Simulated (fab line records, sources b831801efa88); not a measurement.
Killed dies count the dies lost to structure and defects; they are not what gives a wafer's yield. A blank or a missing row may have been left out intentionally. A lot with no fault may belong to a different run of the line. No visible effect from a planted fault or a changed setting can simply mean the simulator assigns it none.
Comparing a struck lot with a sound one	flow gf180mcu	14 out of 602 route steps
Sound: these wafers, L647.4, L647.5, L647.6. Wafers L663.1, L663.4, L663.6 were the ones struck. Last of all comes the cause.
For every step that has rows: the tool of each side, followed by ch and its chambers, followed by its first start. Under that, the readings that differ: sound wafers	struck wafers	difference of the means	sigmas: that difference in standard deviations of wafers without a fault.
alike: readings with means less than 2 such deviations apart, plus words and numbers identical on both sides. not compared: withheld readings, readings lacking a value on some wafer, bounds such as >300 that could conceal the same value, and numbers that have no deviation in the record and whose values overlap.
Wherever a step has rows on one side only, a row that says differs or no value, or a row with sigmas, the two part there. When numbers do not overlap yet have no deviation, they are printed without sigmas and do not part them. A reading that every wafer of one side lacks parts them only if that side has two wafers or more.

first, 2 steps without rows for these wafers: GF_M3_CLEAN_19 (cleans in DIW); GF_V3_CVD_00 (deposits SiO2, target thk 600 nm, time 100 s).
GF_V3_THK_MEAS_01:
  sound on film_metro-01 at day 22 11:30; struck on film_metro-01 at day 27 16:52
  alike: V3_CVD_00_THK
GF_V3_CVD_02: deposits SiO2 from TEOS, target thk 850 nm, time 94.851 s.
  sound on pecvd-04 ch 0,1,2, day 22 11:34; struck on pecvd-03 ch 0,2, day 27 16:56
  alike: heater_power_w
GF_V3_THK_MEAS_03:
  sound on film_metro-04 at day 22 11:38; struck on film_metro-03 at day 27 17:00
  alike: V3_CVD_02_THK
GF_V3_CMP_04: polishes SiO2.
  sound on cmp-01 ch 2,3, day 22 11:40; struck on cmp-01 ch 2,3, day 27 17:04
  alike: head_pressure_psi, motor_current_A, time_to_endpoint_s
GF_V3_BOW_MEAS_05:
  sound on film_metro-04 at day 22 12:01; struck on film_metro-01 at day 27 17:22
  alike: V3_BOW
then, 5 steps without rows for these wafers: GF_V3_DEHYDRATE_06 (time 60 s); GF_V3_HMDS_07 (prime time 60 s); GF_V3_COAT_08; GF_V3_COAT_09 (resist thk 1000 nm); GF_V3_SOFTBAKE_10 (time 60 s).
GF_V3_EXPOSE_11: exposes mask Via3, target cd 260 nm.
  struck on krf_scanner-02, day 28 04:02; sound on krf_scanner-01 ch 0, day 23 00:05
  no value came back on the struck wafers for exposure_dose_mJ_cm2, focus_offset_nm (nm), na; on the sound wafers exposure_dose_mJ_cm2 reads 37.99 37.97 37.97
  alike: mask
then, 1 step without rows for these wafers: GF_V3_PEB_12 (peb time 90 s).

## WHERE THEY PART
GF_V3_EXPOSE_11 only, going by this record.

WHY: the cause the simulator had injected
At GF_V3_EXPOSE_11, the step was skipped entirely on krf_scanner-02 from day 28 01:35 on. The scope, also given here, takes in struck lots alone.
